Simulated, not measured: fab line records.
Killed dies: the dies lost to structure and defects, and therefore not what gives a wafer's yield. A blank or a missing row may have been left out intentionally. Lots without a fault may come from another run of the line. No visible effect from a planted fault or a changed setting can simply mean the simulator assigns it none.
fab line records -- flow sfq_line
record: lots: 14, wafers: 42, last_day: 96
route steps=325 shown M1@63 R5@225 I7@297
lots that met no fault: from a run of the same line without faults
start_h: hours from the record's opening day to when the first of the lot's shown wafers began -- wait_h: hours from the lot's prior step to this one -- " same as the row above -- L1.1+2: several wafers, shown together as one row -- - no value, or no start was given -- * or withheld: withheld -- < > ~ a bound
route shown NAME@n: names a module that has steps shown in the file, with the first one's number in the route -- usual: mean/standard deviation taken from wafers without a fault -- same: alike in all rows -- chamber/n: place in a boat -- sites: each site's reading -- _std_site: the values' standard deviation -- _edge_site: outer sites' mean less inner sites' -- radius_mm: how far each site lies from the wafer's centre -- mask NAME#n: copy n -- behind: the tool/chamber that last shaped the wafer -- hold: why the lot was held/for how many hours/how that ended -- device: the n, p or np transistor that did not switch -- end of line: the route-end tests of the same wafers -- a step given without rows: its recipe and nothing more -- killed: at the first sort, the dies lost to defects and structure; wafer yield is something else -- map: a wafer's dies, x killed, . not, _ none there
set.NAME: the setting the step ran with; set.NAME@STEP: the setting that earlier step ran with -- model.NAME: the simulator's own value behind a step, which no gauge read
the route's steps for a sample of lots (tables are steps, rows are wafers)
services: when a tool's chamber went out of use (start_h, in hours from the record's first day, below 0 if earlier), for how many hours, and the reason
== steps ==
step: SFQ_TRILAYER_M1_LITHO_COAT_039
recipe: resist: KrF, spin_rpm: 3000, resist_thk_nm: 600
usual: dispense_pressure_kPa: 53.1/1.8, spin_speed_rpm: 3000.0/2.3
lot.wafer,tool,chamber,start_h,wait_h,dispense_pressure_kPa,spin_speed_rpm
L194.1,litho_track-03,0,402.26,0.2,53.0,2997.0
L194.5,litho_track-03,0,402.26,0.2,53.0,2997.6
L194.6,litho_track-03,0,402.26,0.2,53.0,2996.5
L196.2,litho_track-04,0,427.07,0.2,51.0,2997.8
L196.3,litho_track-04,0,427.07,0.2,51.0,2999.9
L196.4,litho_track-04,0,427.07,0.2,51.0,2997.7
L197.1,litho_track-03,0,434.19,0.2,53.0,3001.8
L197.2,litho_track-03,0,434.19,0.2,53.0,2999.9
L197.5,litho_track-03,0,434.19,0.2,53.0,3001.2
L198.1,litho_track-02,0,445.59,0.2,55.2,3000.6
L198.3,litho_track-02,0,445.59,0.2,55.2,2998.5
L198.4,litho_track-02,0,445.59,0.2,55.2,2998.5
L203.1,litho_track-04,0,513.49,0.2,51.0,2663.5
L203.4,litho_track-04,0,513.49,0.2,51.0,2663.2
L203.6,litho_track-04,0,513.49,0.2,51.0,2663.5
L204.2,litho_track-04,0,516.11,0.2,51.0,2663.6
L204.5,litho_track-04,0,516.11,0.2,51.0,2661.1
L204.6,litho_track-04,0,516.11,0.2,51.0,2664.4
L208.4,litho_track-02,0,546.04,0.2,55.2,3001.5
L208.5,litho_track-02,0,546.04,0.2,55.2,3004.1
L208.6,litho_track-02,0,546.04,0.2,55.2,2997.1
L211.1,litho_track-02,0,581.12,0.2,55.2,2999.1
L211.2,litho_track-02,0,581.12,0.2,55.2,2999.0
L211.6,litho_track-02,0,581.12,0.2,55.2,2998.4
L212.1,litho_track-04,0,596.77,0.2,51.0,3000.1
L212.2,litho_track-04,0,596.77,0.2,51.0,3003.9
L212.6,litho_track-04,0,596.77,0.2,51.0,3000.7
L213.1,litho_track-02,0,611.17,0.2,55.2,3002.4
L213.3,litho_track-02,0,611.17,0.2,55.2,3000.3
L213.6,litho_track-02,0,611.17,0.2,55.2,3002.4
L214.3,litho_track-02,0,624.25,0.2,55.2,3000.0
L214.5,litho_track-02,0,624.25,0.2,55.2,3001.7
L214.6,litho_track-02,0,624.25,0.2,55.2,2997.5
L215.2,litho_track-02,0,631.22,0.2,55.3,2997.6
L215.4,litho_track-02,0,631.22,0.2,55.2,2997.9
L215.6,litho_track-02,0,631.22,0.2,55.2,3001.8
L216.4,litho_track-03,0,638.52,0.2,53.0,3000.1
L216.5,litho_track-03,0,638.52,0.2,53.0,2999.8
L216.6,litho_track-03,0,638.52,0.2,53.0,3003.2
L217.2,litho_track-04,0,644.42,0.2,51.0,2997.9
L217.5,litho_track-04,0,644.42,0.2,51.0,3001.2
L217.6,litho_track-04,0,644.42,0.2,51.0,3000.1
step: SFQ_TRILAYER_R5_ETCH_METAL_ETCH_139
recipe: stop_on: SiO2, mask_material: PR, chemistry: Cl2, target_depth_nm: 60, icp_w: 600, bias_w: 80, pressure_mtorr: 10, time_s: 40
usual: bias_w: 80.03/0.26, chamber_pressure_mTorr: 10.002/0.0096, drypump_motor_current_A: 6.0/0.34, he_backside_leak_sccm: 3.49/0.24, oes_product_au: 0.988/0.0055
same: time_s: 40
lot.wafer,tool,chamber,start_h,wait_h,bias_w,chamber_pressure_mTorr,drypump_motor_current_A,he_backside_leak_sccm,oes_product_au,rf_hours_counter_h
L194.1,rie_metal-04,1,1481.94,0.0,80.50,10.002,6.4,3.41,0.988,8
L194.5,rie_metal-04,0,1481.94,0.0,80.14,10.003,5.7,3.38,0.985,-
L194.6,rie_metal-04,1,1481.94,0.0,80.13,9.991,6.4,3.43,0.990,-
L196.2,rie_metal-04,0,1493.67,0.0,79.90,10.012,5.7,3.46,0.993,53
L196.3,rie_metal-04,1,1493.67,0.0,79.77,10.009,6.4,3.33,0.982,-
L196.4,rie_metal-04,0,1493.67,0.0,80.04,10.002,5.7,3.23,0.987,-
L197.1,rie_metal-03,1,1499.67,0.0,79.51,9.998,5.8,3.73,0.989,92
L197.2,rie_metal-03,0,1499.67,0.0,79.95,9.999,6.4,3.24,0.992,9
L197.5,rie_metal-03,1,1499.67,0.0,79.81,9.999,5.8,4.04,0.984,-
L198.1,rie_metal-04,1,1503.27,0.0,80.02,10.000,6.4,3.38,0.997,12
L198.3,rie_metal-04,0,1503.27,0.0,79.73,10.003,5.6,3.37,0.988,-
L198.4,rie_metal-04,1,1503.27,0.0,80.38,9.997,6.4,3.32,0.990,-
L203.1,rie_metal-04,0,1542.95,0.0,80.35,9.995,5.7,3.59,0.982,61
L203.4,rie_metal-04,1,1542.95,0.0,80.01,9.996,6.4,3.52,0.986,-
L203.6,rie_metal-04,1,1542.95,0.0,79.88,10.009,6.4,3.45,0.991,-
L204.2,rie_metal-02,1,1547.55,0.0,79.95,9.990,6.0,3.76,0.980,115
L204.5,rie_metal-02,0,1547.55,0.0,80.00,10.015,5.5,3.41,0.992,-
L204.6,rie_metal-02,1,1547.55,0.0,80.12,9.998,6.0,3.70,0.977,-
L208.4,rie_metal-02,1,1584.77,0.0,79.87,10.004,6.0,3.42,0.979,-
L208.5,rie_metal-02,1,1584.77,0.0,80.23,10.006,6.0,3.51,0.985,-
L208.6,rie_metal-02,0,1584.77,0.0,79.90,10.006,5.5,3.51,0.981,-
L211.1,rie_metal-03,0,1605.05,0.0,80.26,9.999,6.3,3.29,0.985,24
L211.2,rie_metal-03,1,1605.05,0.0,80.25,9.989,5.8,3.67,0.977,107
L211.6,rie_metal-03,0,1605.05,0.0,80.38,10.021,6.3,3.24,0.993,-
L212.1,rie_metal-04,0,1636.50,0.0,79.74,10.006,5.7,3.09,0.995,70
L212.2,rie_metal-04,1,1636.50,0.0,79.97,9.991,6.3,3.50,0.995,33
L212.6,rie_metal-04,1,1636.50,0.0,79.84,9.991,6.4,3.40,1.002,-
L213.1,rie_metal-04,1,1653.55,0.0,80.07,9.996,6.4,3.65,0.991,36
L213.3,rie_metal-04,1,1653.55,0.0,80.05,10.002,6.4,3.51,0.987,-
L213.6,rie_metal-04,1,1653.55,0.0,80.30,9.998,6.4,3.58,0.985,-
L214.3,rie_metal-03,0,1660.76,0.0,79.61,9.991,6.3,3.14,0.998,-
L214.5,rie_metal-03,0,1660.76,0.0,79.44,9.988,6.3,3.10,0.993,-
L214.6,rie_metal-03,1,1660.76,0.0,80.03,9.999,5.8,3.89,0.985,-
L215.2,rie_metal-04,0,1791.39,0.0,79.73,9.998,5.7,3.03,0.986,90
L215.4,rie_metal-04,1,1791.39,0.0,79.96,10.008,6.4,3.53,0.982,-
L215.6,rie_metal-04,1,1791.39,0.0,79.66,10.000,6.4,3.57,0.972,-
L216.4,rie_metal-02,0,1891.13,0.0,79.79,9.998,5.5,3.49,0.988,-
L216.5,rie_metal-02,0,1891.13,0.0,79.82,10.012,5.5,3.36,0.993,-
L216.6,rie_metal-02,1,1891.13,0.0,80.18,10.012,6.0,3.44,0.986,-
L217.2,rie_metal-04,0,1892.31,0.0,80.12,9.997,5.7,3.36,0.984,103
L217.5,rie_metal-04,0,1892.31,0.0,80.15,9.988,5.7,3.63,0.986,-
L217.6,rie_metal-04,1,1892.31,0.0,79.75,9.999,6.4,3.67,0.981,-
step: SFQ_TRILAYER_I7_CMP_CMP_184
recipe: material: SiO2, down_force_psi: 3, platen_rpm: 60, pad_velocity_m_s: 0.94248
usual: motor_current_A: 10.2/1, platen_rpm: 59.99/0.042, retaining_ring_pressure_frac: 1.000/0.0048, slurry_filter_dp_kPa: 13.49/0.14, time_to_endpoint_s: 214/7.1
lot.wafer,tool,chamber,start_h,wait_h,motor_current_A,platen_rpm,retaining_ring_pressure_frac,slurry_filter_dp_kPa,time_to_endpoint_s
L194.1,cmp-02,3,1935.97,1.0,9.7,60.03,1.012,13.39,209
L194.6,cmp-02,1,1936.97,2.0,12.1,59.99,0.992,13.56,207
L194.5,cmp-02,2,1936.97,2.0,12.0,60.04,0.996,13.55,212
L196.3,cmp-01,3,1959.37,0.0,10.3,60.05,1.000,13.51,220
L196.2,cmp-01,1,1960.37,1.0,9.8,60.00,1.002,13.69,217
L196.4,cmp-01,2,1960.37,1.0,10.4,60.03,1.003,13.33,228
L197.1,cmp-02,2,1963.77,0.0,11.2,59.92,1.008,13.26,211
L197.2,cmp-02,0,1964.77,1.0,8.6,60.02,0.994,13.48,211
L197.5,cmp-02,3,1966.27,2.5,8.9,60.04,0.993,13.53,218
L198.1,cmp-01,2,1968.65,0.5,10.8,59.96,1.006,13.17,208
L198.4,cmp-01,3,1968.65,0.5,10.2,60.01,0.992,13.47,216
L198.3,cmp-01,0,1968.65,0.5,9.4,60.01,0.994,13.59,206
L203.4,cmp-01,3,2012.74,3.0,10.2,60.07,0.992,13.53,220
L203.1,cmp-01,1,2013.74,4.0,9.5,60.01,1.000,13.60,216
L203.6,cmp-01,2,2013.74,4.0,10.9,60.03,1.007,13.61,220
L204.2,cmp-01,0,2018.62,5.3,9.4,59.99,0.996,13.54,213
L204.6,cmp-01,3,2020.12,6.8,10.2,59.94,0.998,13.45,221
L204.5,cmp-01,0,2020.12,6.8,10.3,59.97,0.996,13.41,223
L208.4,cmp-02,1,2053.41,1.7,11.3,59.98,0.994,13.46,209
L208.5,cmp-02,3,2054.41,2.7,9.8,59.98,0.999,13.53,214
L208.6,cmp-02,0,2054.41,2.7,9.1,60.02,1.005,13.48,209
L211.2,cmp-01,3,2064.23,0.5,9.8,59.93,1.000,13.48,205
L211.1,cmp-01,1,2065.23,1.5,9.6,59.97,0.993,13.18,206
L211.6,cmp-01,3,2066.23,2.5,10.1,59.99,1.002,13.54,224
L212.2,cmp-01,1,2084.63,3.3,10.2,59.95,1.000,13.46,211
L212.1,cmp-01,2,2084.63,3.3,11.5,60.04,0.993,13.62,224
L212.6,cmp-01,3,2084.63,3.3,10.2,60.00,0.999,13.50,228
L213.3,cmp-01,3,2099.97,0.5,10.5,59.93,0.997,13.43,215
L213.1,cmp-01,0,2099.97,0.5,9.5,60.03,0.991,13.56,216
L213.6,cmp-01,2,2101.47,2.0,10.5,59.96,1.004,13.55,221
L214.3,cmp-01,1,2102.97,2.2,9.7,59.98,0.993,13.37,225
L214.6,cmp-01,0,2104.47,3.7,10.1,60.02,0.993,13.56,230
L214.5,cmp-01,1,2104.47,3.7,9.7,59.94,0.994,13.46,228
L215.4,cmp-02,1,2187.68,0.0,11.0,59.99,0.998,13.40,211
L215.2,cmp-02,3,2188.68,1.0,9.4,59.99,1.003,13.23,206
L215.6,cmp-02,2,2190.18,2.5,11.3,59.98,1.000,13.48,219
L216.4,cmp-02,1,2207.23,1.0,11.8,60.00,0.995,13.40,216
L216.6,cmp-02,1,2209.23,3.0,11.4,60.07,0.998,13.76,209
L216.5,cmp-02,2,2209.23,3.0,11.6,59.99,1.008,13.58,214
L217.2,cmp-02,0,2211.23,1.4,9.0,60.02,1.006,13.48,216
L217.5,cmp-02,2,2212.23,2.4,11.3,59.95,0.997,13.69,217
L217.6,cmp-02,3,2212.23,2.4,9.2,60.00,1.001,13.52,214
step: SFQ_I7_BOW_MEAS_946
recipe: mode: bow
usual: I7_BOW: 9/11
lot.wafer,tool,chamber,start_h,wait_h,I7_BOW[um]
L194.1,film_metro-02,-,1937.97,1.5,2
L194.5,film_metro-02,-,1937.97,1.5,7
L194.6,film_metro-02,-,1937.97,1.5,1
L196.2,film_metro-04,-,1962.39,1.5,22
L196.3,film_metro-04,-,1962.39,1.5,24
L196.4,film_metro-04,-,1962.39,1.5,9
L197.1,film_metro-02,-,1966.77,2.5,-2
L197.2,film_metro-02,-,1966.77,2.5,0
L197.5,film_metro-02,-,1966.77,2.5,5
L198.1,film_metro-04,-,1971.15,2.0,12
L198.3,film_metro-04,-,1971.15,2.0,-2
L198.4,film_metro-04,-,1971.15,2.0,12
L203.1,film_metro-02,-,2015.24,1.0,10
L203.4,film_metro-02,-,2015.24,1.0,15
L203.6,film_metro-02,-,2015.24,1.0,4
L204.2,film_metro-02,-,2021.14,2.0,17
L204.5,film_metro-02,-,2021.14,2.0,27
L204.6,film_metro-02,-,2021.14,2.0,23
L208.4,film_metro-02,-,2055.47,1.6,-5
L208.5,film_metro-02,-,2055.47,1.6,-1
L208.6,film_metro-02,-,2055.47,1.6,-5
L211.1,film_metro-01,-,2066.73,1.0,4
L211.2,film_metro-01,-,2066.73,1.0,-6
L211.6,film_metro-01,-,2066.73,1.0,-2
L212.1,film_metro-01,-,2086.63,1.0,9
L212.2,film_metro-01,-,2086.63,1.0,24
L212.6,film_metro-01,-,2086.63,1.0,12
L213.1,film_metro-04,-,2102.47,1.5,4
L213.3,film_metro-04,-,2102.47,1.5,3
L213.6,film_metro-04,-,2102.47,1.5,7
L214.3,film_metro-02,-,2105.51,2.0,13
L214.5,film_metro-02,-,2105.51,2.0,25
L214.6,film_metro-02,-,2105.51,2.0,13
L215.2,film_metro-04,-,2190.70,1.5,6
L215.4,film_metro-04,-,2190.70,1.5,24
L215.6,film_metro-04,-,2190.70,1.5,4
L216.4,film_metro-01,-,2210.29,2.6,-5
L216.5,film_metro-01,-,2210.29,2.6,2
L216.6,film_metro-01,-,2210.29,2.6,-4
L217.2,film_metro-01,-,2213.25,1.5,-4
L217.5,film_metro-01,-,2213.25,1.5,-10
L217.6,film_metro-01,-,2213.25,1.5,4
== services ==
tool,chamber,start_h,hours,kind
rie_metal-04,0,403.94,4.1,repair
cmp-01,-,405.38,4.0,pm
cmp-01,-,445.79,0.3,repair
rie_metal-04,0,508.99,12.4,repair
cmp-01,-,510.12,4.3,pm
cmp-01,-,594.09,1.9,repair
cmp-01,-,594.64,0.8,repair
rie_metal-04,-,699.33,0.6,repair
cmp-01,-,745.38,4.0,pm
rie_metal-04,0,764.15,5.4,repair
rie_metal-04,-,865.90,2.8,pm
cmp-01,-,881.88,4.2,pm
cmp-01,-,926.32,0.4,repair
rie_metal-04,1,941.54,5.8,repair
cmp-01,-,943.88,5.4,pm
cmp-01,-,950.26,2.6,repair
cmp-01,-,1005.55,3.5,repair
cmp-01,-,1059.62,10.0,repair
cmp-01,-,1087.63,4.0,pm
cmp-01,-,1097.90,1.4,repair
cmp-01,-,1131.10,10.9,repair
cmp-01,-,1152.66,0.2,repair
rie_metal-04,1,1249.74,12.6,repair
cmp-01,-,1250.48,4.0,pm
== key ==
first_sign: step: SFQ_TRILAYER_M1_LITHO_COAT_039, reading: spin_speed_rpm, direction: down, sigmas: 99+, usual: 3000.0, struck: 2663.2
effect none on later readings
met_at SFQ_TRILAYER_M1_LITHO_COAT_039
struck_lots L203,L204
not_acting_at SFQ_TRILAYER_R5_ETCH_METAL_ETCH_139,SFQ_TRILAYER_I7_CMP_CMP_184,SFQ_I7_BOW_MEAS_946
onset_between 427.07 513.49
fault: kind: process_parameter_drift, tool: litho_track-04, chamber: -, onset_h: 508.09, steps: SFQ_TRILAYER_M1_LITHO_COAT_039, channel: spin_rpm, offset: -334.63, shape: step, end_h: 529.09, acts_in: these_recipes_only, stated: 3000
